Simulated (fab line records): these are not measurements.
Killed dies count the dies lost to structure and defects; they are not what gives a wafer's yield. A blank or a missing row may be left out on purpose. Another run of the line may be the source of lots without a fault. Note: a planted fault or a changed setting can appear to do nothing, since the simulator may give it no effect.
8D (eight disciplines) problem report, filled in by code ; flow gf180mcu ; the parts of the form that need people (team, actions taken, sign-off) are left out

## 1. WHAT IS WRONG
Mean of bias w at GF_PASSIVATION_ETCH_11: 126.4 W across 6 wafers in 2 lots; on wafers with no fault it is 150.0 W (standard deviation 0.41). Measured from the usual mean, that is -58 standard deviations.
The step: etches the open film in CF4/O2, stops on TiN, target depth 1800 nm, time 400 s.
Earliest sighting: wafer L527.1 on rie diel-04 at day 32 17:19. The record holds 18 wafers of 6 lots with a number at this step. By rule, "out" or "out of limits" means more than 4 standard deviations away from the usual mean. All remaining wafers that have a number are taken as sound.

## 2. WHAT THIS IS AND IS NOT
question;is;is not
which readings at this step;bias w;drypump motor current A, throttle valve pct
which lots;L527, L532;L513, L524, L535, L536
which wafers of those lots;all that have a number;-
read on which tools;rie diel-04;rie diel-01, rie diel-03
when;from day 32 17:19;"up to then (6 sound wafers); but 6 sound wafers of L535, L536 came after"

## 3. WHAT RULES OUT EACH SUSPECT
Counting: any tool at a process step up to the reading is kept as a suspect provided that every lot that is out went through it and no sound lot did after the first of them.
- rie diel-04 at GF_PASSIVATION_ETCH_11 (etches the open film in CF4/O2, stops on TiN, target depth 1800 nm, time 400 s): kept. All lots that are out passed through it, beginning with L527 at day 32 17:19, and no sound lot followed; its final sound lot before that point was L524 at day 32 03:49. Out on those wafers are its own readings of bias w.
Remaining after the count: rie diel-04 at GF_PASSIVATION_ETCH_11.

## 4. THE CAUSE (what the simulator had put in)
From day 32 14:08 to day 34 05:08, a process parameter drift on rie diel-04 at GF_PASSIVATION_ETCH_11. The setting bias w was moved by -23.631, starting from 150. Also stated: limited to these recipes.
Counting left only this tool.

## 5. THE EFFECT CHAIN, in route order
Each row: a reading where the mean over the struck wafers with a number is more than 3 standard deviations away from the usual. Readings are gone through only where the record gives a usual standard deviation; hours: the median, over the lots, of the time from a lot's start at the first step in this table giving one to that lot's start at this step; sigmas: the change measured in usual standard deviations.
hours;step;reading;usual;on struck wafers;change;sigmas
0;GF_PASSIVATION_ETCH_11;bias w;150.0 W;126.4;-23.6;-58
Its process steps:
- GF_PASSIVATION_ETCH_11: etches the open film in CF4/O2, stops on TiN, target depth 1800 nm, time 400 s.

## 6. HOW IT WOULD HAVE BEEN CAUGHT EARLIER
The fault began at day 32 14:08; the first out-of-limits reading in this record came at day 32 17:19, 3 hours later.
